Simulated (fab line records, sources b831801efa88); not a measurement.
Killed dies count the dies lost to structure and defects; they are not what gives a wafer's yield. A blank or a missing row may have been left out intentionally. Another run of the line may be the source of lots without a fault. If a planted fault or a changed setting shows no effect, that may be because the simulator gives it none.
What tool caused it? | flow gf180mcu | 6 lots, 18 wafers sampled, at 2 steps of a route of 602

WHAT EACH GAUGE READ, for each wafer
GF_STI_THK_MEAS_24.
lot  | measured    | on            | STI_CVD_23_THK (nm)
L132 | day 2 08:34 | film-metro-01 | 671 641 663
L134 | day 2 18:49 | film-metro-01 | 635 634 629
L136 | day 3 05:24 | film-metro-04 | 655 641 639
L146 | day 5 10:35 | film-metro-02 | 674 648 518
L151 | day 6 10:35 | film-metro-02 | 646 636 659
L154 | day 7 03:25 | film-metro-01 | 642 635 669

WHICH TOOL RAN EACH LOT (tool, then ch and the chambers of the sampled wafers, then the start)
lot  | GF_STI_CVD_23
L132 | hdpcvd-02 ch 0,1, day 2 08:29
L134 | hdpcvd-02 ch 1,2, day 2 18:44
L136 | hdpcvd-01 ch 0,1,2, day 3 05:20
L146 | hdpcvd-02 ch 0,1,2, day 5 10:31
L151 | hdpcvd-01 ch 0,2, day 6 10:29
L154 | hdpcvd-01 ch 0,1,2, day 7 03:19
- GF_STI_CVD_23: deposits SiO2, target thk 650 nm, time 108.3 s.

THE ANSWER, worked out from the rows above alone
Rule: the lots themselves supply what counts as usual. Put in order of their means at a reading, lots are off if they are a third of the lots or fewer, leave a main group of 4 or more, and stand apart from it by a gap of 3 or more times the standard deviation of the main group's means; of several such gaps the widest counts. Not used: any main group whose means are identical at the precision the tables above print for the reading. A lot without any number at a reading at which 4 lots or more have one is off too. Where the step has rows for the other lots, those lots are counted as sound.
No lot is off at any reading shown: from this, nothing can be told.

WHAT THE SIMULATOR PUT IN
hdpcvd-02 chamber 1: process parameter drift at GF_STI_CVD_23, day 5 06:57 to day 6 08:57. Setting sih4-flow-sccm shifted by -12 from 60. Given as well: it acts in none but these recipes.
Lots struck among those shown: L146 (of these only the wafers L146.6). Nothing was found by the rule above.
